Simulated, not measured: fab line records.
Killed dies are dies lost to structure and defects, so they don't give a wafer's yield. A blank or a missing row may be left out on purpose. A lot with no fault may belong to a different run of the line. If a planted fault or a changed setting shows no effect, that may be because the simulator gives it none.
Code-filled problem report in 8D (eight disciplines) form | flow gf180mcu | the parts of the form that need people (team, actions taken, sign-off) are left out

== 1. WHAT IS WRONG ==
Wafers without a fault read 140.0 W, standard deviation 0.37; biasW at GF_M5_METAL_ETCH_10 reads a mean of 144.6 W on 5 wafers belonging to 2 lots. That is +12 standard deviations from the usual mean.
The step: etches the open film in Cl2/BCl3, stops on SiO2, target depth 627.5 nm, time 104.6 s.
First seen on wafer L919.1, day 30 07:02, on rieMetal-02. Wafers with a number at this step in the record: 39, from 13 lots. Rule for "out" (also "out of limits"): further than 4 standard deviations from the usual mean. The rest of the wafers with a number are treated as sound.

== 2. WHAT IT IS, WHAT IT ISN'T ==
question                    | is                                     | is not
which readings at this step | biasW                                  | drypumpMotorCurrentA, heBacksideLeakSccm, oesProductAu, throttleValvePct
which lots                  | L919, L922                             | L906, L907, L908, L909, L910, L911, L912, L914, L926, L928, L929
which wafers of those lots  | L919.1, L919.4, L922.1, L922.3, L922.5 | L919.2
read on which tools         | rieMetal-02                            | rieMetal-01, rieMetal-04
when                        | from day 30 07:02                      | up to then (25 sound wafers); but 9 sound wafers of L926, L928, L929 came after

== 3. THE SUSPECTS, EACH WITH WHAT RULES IT OUT ==
Counting: a tool at a process step up to the reading stays a suspect if it ran every lot that is out. Sound lots after the first of them don't rule it out here, since some wafers of a struck lot are sound.
- rieMetal-02 at GF_M5_METAL_ETCH_10 (etches the open film in Cl2/BCl3, stops on SiO2, target depth 627.5 nm, time 104.6 s): kept. Every lot that is out went through it, the first being L919 (day 30 07:02); the last sound lot it ran before that was L912 (day 28 02:50). On those wafers its own readings are out: biasW.
- At GF_M5_METAL_ETCH_10 on rieMetal-02, chamber 1 took the sound wafers of the same lots and chamber 0 took the wafers that are out.
Remaining after the count: rieMetal-02 at GF_M5_METAL_ETCH_10.

== 4. THE CAUSE (what the simulator had put in) ==
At GF_M5_METAL_ETCH_10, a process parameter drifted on rieMetal-02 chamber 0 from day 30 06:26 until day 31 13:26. Setting biasW shifted by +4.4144 from 140. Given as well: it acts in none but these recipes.
Only this tool survived the counting.

== 5. SEQUENCE OF EFFECTS, ordered by route ==
One row per reading whose mean, taken over the struck wafers that have a number, lies over 3 standard deviations from the usual. Only readings whose record carries a usual standard deviation are examined. hours: median over the lots of the time between each lot's start at the first step of this table that gives one and its start at this step. sigmas: the change, counted in usual standard deviations.
hours | step                | reading | usual   | on struck wafers | change | sigmas
0     | GF_M5_METAL_ETCH_10 | biasW   | 140.0 W | 144.6            | +4.6   | +12
Its process steps:
- GF_M5_METAL_ETCH_10: etches the open film in Cl2/BCl3, stops on SiO2, target depth 627.5 nm, time 104.6 s.
Later measuring or inspecting steps at which every struck wafer that the step has a row for has a number for every such reading, and none has moved that far: GF_V5_THK_MEAS_01.

== 6. HOW IT WOULD HAVE BEEN CAUGHT EARLIER ==
In this record the first reading out of limits was taken at day 30 07:02, 1 hour after the fault began at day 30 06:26.
